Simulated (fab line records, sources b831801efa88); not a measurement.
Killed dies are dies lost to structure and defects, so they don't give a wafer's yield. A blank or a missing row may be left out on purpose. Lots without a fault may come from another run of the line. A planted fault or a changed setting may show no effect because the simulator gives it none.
Which tool did it? | flow sfq_line | 14 lots, 42 wafers sampled, at 1 step of a route of 325

WHAT THE GAUGES READ, wafer by wafer
SFQ_I6_BOW_MEAS_941.
lot  | measured     | on            | I6_BOW (um)
L131 | day 72 03:37 | film_metro-03 | 19 16 15
L132 | day 72 07:11 | film_metro-04 | -4 9 5
L134 | day 72 16:03 | film_metro-04 | 9 12 14
L135 | day 77 05:37 | film_metro-01 | 22 16 24
L136 | day 77 08:33 | film_metro-04 | -12 -7 -2
L137 | day 77 14:50 | film_metro-01 | 9 4 -6
L138 | day 77 20:50 | film_metro-03 | -5 10 0
L139 | day 78 05:50 | film_metro-03 | -7 4 9
L141 | day 78 11:34 | film_metro-04 | 15 14 13
L142 | day 78 14:35 | film_metro-01 | 33 27 53
L144 | day 78 17:50 | film_metro-03 | 5 2 0
L149 | day 81 20:29 | film_metro-01 | 3 6 -3
L150 | day 81 23:31 | film_metro-04 | 7 14 13
L152 | day 82 05:28 | film_metro-03 | -3 8 3

WHICH TOOL RAN EACH LOT (tool, then ch and the chambers of the sampled wafers, then the start)
The record holds no process step before these readings.

WHAT THE TOOLS THEMSELVES READ (means of the sampled wafers that have a number; where no wafer has one, the mark that the record gives instead)
The record holds no such reading with a usual standard deviation.

THE ANSWER, worked out from the rows above alone
Rule: what is usual is taken from the lots themselves. Put in order of their means at a reading, lots are off if they are a third of the lots or fewer, leave a main group of 4 or more, and stand apart from it by a gap of 3 or more times the standard deviation of the main group's means; of several such gaps the widest counts. A main group whose means are all the same, to the digits that the tables above print for the reading, isn't used. A lot without any number at a reading at which 4 lots or more have one is off too. The other lots that the step has rows for count as sound. The gauges are gone through in route order, then the tools' own readings, and for those a lot's mean is taken as printed above. The first step at which some lot is off is used, and at that step the reading that is off furthest; a lot without a number counts as furthest.
No lot is off at any reading shown: from this, nothing can be told.

WHAT THE SIMULATOR HAD PUT IN
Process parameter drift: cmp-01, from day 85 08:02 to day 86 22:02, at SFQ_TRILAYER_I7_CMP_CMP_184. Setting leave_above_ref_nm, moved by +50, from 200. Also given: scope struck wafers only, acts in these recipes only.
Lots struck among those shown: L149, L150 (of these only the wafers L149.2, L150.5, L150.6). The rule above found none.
